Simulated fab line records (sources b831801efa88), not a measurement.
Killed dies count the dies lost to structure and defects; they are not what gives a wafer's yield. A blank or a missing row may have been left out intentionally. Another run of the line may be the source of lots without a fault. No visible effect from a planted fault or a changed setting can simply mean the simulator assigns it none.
8D (eight disciplines) problem report, filled in by code	flow sky130	the parts of the form that need people (team, actions taken, sign-off) are left out

== 1. THE PROBLEM ==
GATE_OXIDE_OXIDATION_00_THK at SKY_GATE_OXIDE_THK_MEAS_02 reads a mean of 11.79 nm on 6 wafers of 2 lots; wafers without a fault read 10.38 nm with a standard deviation of 0.2. Measured from the usual mean, that is +7.1 standard deviations.
First seen on wafer L957.2, day 14 13:10, on film-metro-01. At this step, 36 wafers from 12 lots have a number in the record. Rule for "out", or "out of limits": more than 4 standard deviations from the usual mean. The other wafers with a number count as sound.

== 2. WHAT IT IS; WHAT IT IS NOT ==
question	is	is not
which readings at this step	GATE_OXIDE_OXIDATION_00_THK	-
which lots	L957, L958	L953, L954, L955, L969, L970, L971, L972, L973, L974, L976
which wafers of those lots	all that have a number	-
read on which gauges	film-metro-01, film-metro-03	film-metro-04
when	from day 14 13:10	up to then (9 sound wafers); but 21 sound wafers of L969, L970, L971, L972, L973, L974, L976 came after

== 3. THE SUSPECTS, EACH WITH WHAT RULES IT OUT ==
Counting: a tool at any process step up to the reading remains a suspect when it ran all the lots that are out and ran no sound lot after the first of those.
- the gauge at SKY_GATE_OXIDE_THK_MEAS_02: ruled out. The wafers that are out were read on 2 gauges (film-metro-01, film-metro-03).
- furnace-01 at SKY_GATE_OXIDE_OXIDATION_01 (stabilise 600 s, purge 300 s, target thk 10.268 nm): ruled out as a lasting fault. Sound lots L969, L972, L973, L974 ran on it after its first lot that is out, L957 (day 14 11:44).
Left after counting: nothing in the record.

== 4. THE CAUSE (what the simulator had put in) ==
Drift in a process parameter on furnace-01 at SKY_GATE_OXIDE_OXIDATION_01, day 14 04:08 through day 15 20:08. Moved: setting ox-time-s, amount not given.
Counting ruled it out, wrongly: the rule takes a fault to strike every lot that its tool runs from its start on, and this one did not.

== 5. THE CHAIN OF EFFECTS, in route order ==
Each row: a reading whose mean over the struck wafers that have a number lies more than 3 standard deviations from the usual. Only readings for which the record gives a usual standard deviation are gone through. hours: the time from each lot's start at the first step in this table that gives one to its start at this step, as a median over the lots. sigmas: the change in usual standard deviations.
hours	step	reading	usual	on struck wafers	change	sigmas
0	SKY_GATE_OXIDE_THK_MEAS_02	GATE_OXIDE_OXIDATION_00_THK	10.38 nm	11.79	+1.41	+7.1
Later steps that measure or inspect, where all struck wafers having a row at the step show a number for every such reading and not one has moved that far: SKY_LI_CONTACT_THK_MEAS_23.

== 6. HOW IT WOULD HAVE BEEN CAUGHT EARLIER ==
The first out-of-limits reading at a measuring or inspecting step in this record came at day 14 13:10, 9 hours after the fault's start at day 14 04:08.
An alarm limit of 4 standard deviations would not have fired on the tool readings at SKY_GATE_OXIDE_OXIDATION_01 for which the record gives a usual standard deviation, since none of them was out on any struck wafer.
